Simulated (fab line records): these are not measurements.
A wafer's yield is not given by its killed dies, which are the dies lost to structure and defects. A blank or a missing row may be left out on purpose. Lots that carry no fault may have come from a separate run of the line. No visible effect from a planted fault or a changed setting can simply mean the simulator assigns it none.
The same fault as seen by 2 desks -- flow sky130 -- numbers are kept per desk, each desk with only its own; the story behind them comes last

## TOOL OWNER'S DESK, implanter-04
The tool's own readings at SKY_LDD_N_IMPLANT_11: means of the sampled wafers that have a number, for each lot that ran on this tool. The brackets show how far a lot's mean lies from the usual mean; more than 4 standard deviations puts the lot out of limits, marked OUT.
Columns: A = beamOnS at SKY_LDD_N_IMPLANT_11, usual 9.99 s; B = rotationDeg at SKY_LDD_N_IMPLANT_11, usual 293.00 degrees
lot,first seen here,A,B
L677,day 18 07:55,9.94,292.97
L686,day 21 20:31,10.27,293.04
L691,day 23 16:51,10.08,293.07
L692,day 23 18:18,9.93,293.01
Result from this desk: across the 4 lots, nothing is out of limits.

## AT THE METROLOGY DESK
What the gauges read, lot by lot, whatever tool the lot ran on: means of the sampled wafers that have a number. The brackets show how far a lot's mean lies from the usual mean; more than 4 standard deviations puts the lot out of limits, marked OUT.
Columns: A = cdNm at SKY_LI_CONTACT_CD_MEAS_12, usual 169.5 nm; B = LI_CONTACT_OVL at SKY_LI_CONTACT_OVL_MEAS_13, usual -1 nm
lot,first seen here,A,B
L677,day 29 21:37,168.9,8
L680,day 30 23:09,169.0,-5
L682,day 31 13:41,171.4,1
L685,day 32 14:29,169.2,4
L686,day 32 23:23,168.8,5
L687,day 33 00:47,167.4,-4
L690,day 34 02:53,170.6,2
L691,day 34 13:53,169.0,9
L692,day 34 16:02,168.5,3
L694,day 35 10:09,169.5,-0
L698,day 36 17:02,169.5,-5
L699,day 37 05:34,169.4,-6
Result from this desk: across the 12 lots, nothing is out of limits.

## BROUGHT TOGETHER
The desk of the tool owner found nothing out of limits.
Nothing out of limits was seen by the metrology desk.

## WHAT THE SIMULATOR HAD PUT IN
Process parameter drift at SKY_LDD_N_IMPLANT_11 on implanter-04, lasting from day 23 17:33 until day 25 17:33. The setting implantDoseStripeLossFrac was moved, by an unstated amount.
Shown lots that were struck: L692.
